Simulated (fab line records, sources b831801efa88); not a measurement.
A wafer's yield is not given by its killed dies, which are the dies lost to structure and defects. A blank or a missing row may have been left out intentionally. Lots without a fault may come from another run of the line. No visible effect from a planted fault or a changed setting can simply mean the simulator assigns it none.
Chamber matching | flow sky130 | 3 sister chambers for SKY_VIA2_HDPCVD_00 on hdpcvd-02
The step deposits SiO2, target thk 1180 nm, time 196.7 s. 6 wafers are shown with their chamber, then 7 later ones without.

WAFERS PAIRED WITH THEIR CHAMBERS
wafer  | chamber | pressure_mtorr (mTorr)
L914.6 | 1       | 6.003
L917.1 | 0       | 5.987
L917.3 | 2       | 6.008
L917.5 | 0       | 6.002
L927.3 | 1       | 6.021
L927.4 | 2       | 5.998

WAFERS WHOSE CHAMBER IS MISSING
wafer  | pressure_mtorr (mTorr)
L927.6 | 6.009
L931.1 | 5.995
L931.4 | 6.010
L931.6 | 5.993
L932.2 | 5.991
L932.5 | 6.005
L932.6 | 5.987

CHAMBER TAKEN BY EACH
wafer  | from the rows above          | in truth
L927.6 | can't be placed: 1 or 2 or 0 | 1
L931.1 | can't be placed: 0 or 2 or 1 | 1
L931.4 | can't be placed: 1 or 2 or 0 | 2
L931.6 | can't be placed: 0 or 2 or 1 | 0
L932.2 | can't be placed: 0 or 2 or 1 | 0
L932.5 | can't be placed: 2 or 1 or 0 | 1
L932.6 | can't be placed: 0 or 2 or 1 | 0
Correct placement for 0 of the 7. Not placeable from these rows: 7 (in 7, the candidates include the true chamber). Number placed wrongly: 0.
How it was worked out, from the rows above alone: a wafer's distance from a chamber is the root of the sum, over the readings, of the square of ((its reading less the chamber's mean) divided by the reading's scatter). The wafer belongs to the nearest chamber; if the next one is less than 2 further off, it can't be placed. The mean given for a chamber averages the wafers shown for that chamber. The scatter: take each reading less its chamber's mean, square it, sum over the shown wafers, divide by the number of wafers less the number of chambers, and take the root.
